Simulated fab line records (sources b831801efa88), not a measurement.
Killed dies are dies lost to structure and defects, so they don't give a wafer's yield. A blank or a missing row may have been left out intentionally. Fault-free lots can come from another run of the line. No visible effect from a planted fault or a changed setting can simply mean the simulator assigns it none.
Chamber matching	flow gf180mcu	rie-diel-04 running GF_PASSIVATION_ETCH_11: 4 sister chambers
The step etches the open film in CF4/O2, stops on TiN, target depth 1800 nm, time 400 s. 4 wafers are shown with their chamber, then 9 later ones without.

WAFERS WITH THEIR CHAMBER
wafer	chamber	drypump-motor-current-A (A)
L088.5	0	6.0
L091.1	3	6.3
L091.4	1	5.3
L091.6	2	6.3

WAFERS WITH NO CHAMBER GIVEN
wafer	drypump-motor-current-A (A)
L092.1	6.3
L092.3	5.2
L092.6	6.3
L093.2	6.0
L093.5	6.4
L093.6	6.3
L095.2	5.2
L095.3	6.3
L095.4	6.0

EACH ONE'S CHAMBER
wafer	from the rows above	in truth
L092.1	can't be placed: 2 or 3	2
L092.3	1	1
L092.6	can't be placed: 2 or 3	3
L093.2	0	0
L093.5	can't be placed: 2 or 3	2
L093.6	can't be placed: 2 or 3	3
L095.2	1	1
L095.3	can't be placed: 2 or 3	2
L095.4	0	0
Correctly placed: 4 of 9. Cannot be placed on the basis of these rows: 5; the candidates contain the true chamber in 5. 0 placed wrongly.
How it was worked out, from the rows above alone: a wafer's distance from a chamber is the root of the sum, over the readings, of the square of ((its reading less the chamber's mean) divided by the reading's scatter). If the next closest chamber is less than 2 further off than the closest, the wafer can't be placed; otherwise it belongs to the closest. For every chamber, the mean is computed from those of its wafers that are shown. The scatter: with one shown wafer a chamber, the root of the mean of the squares of how far each hidden wafer lies from its nearest shown one.
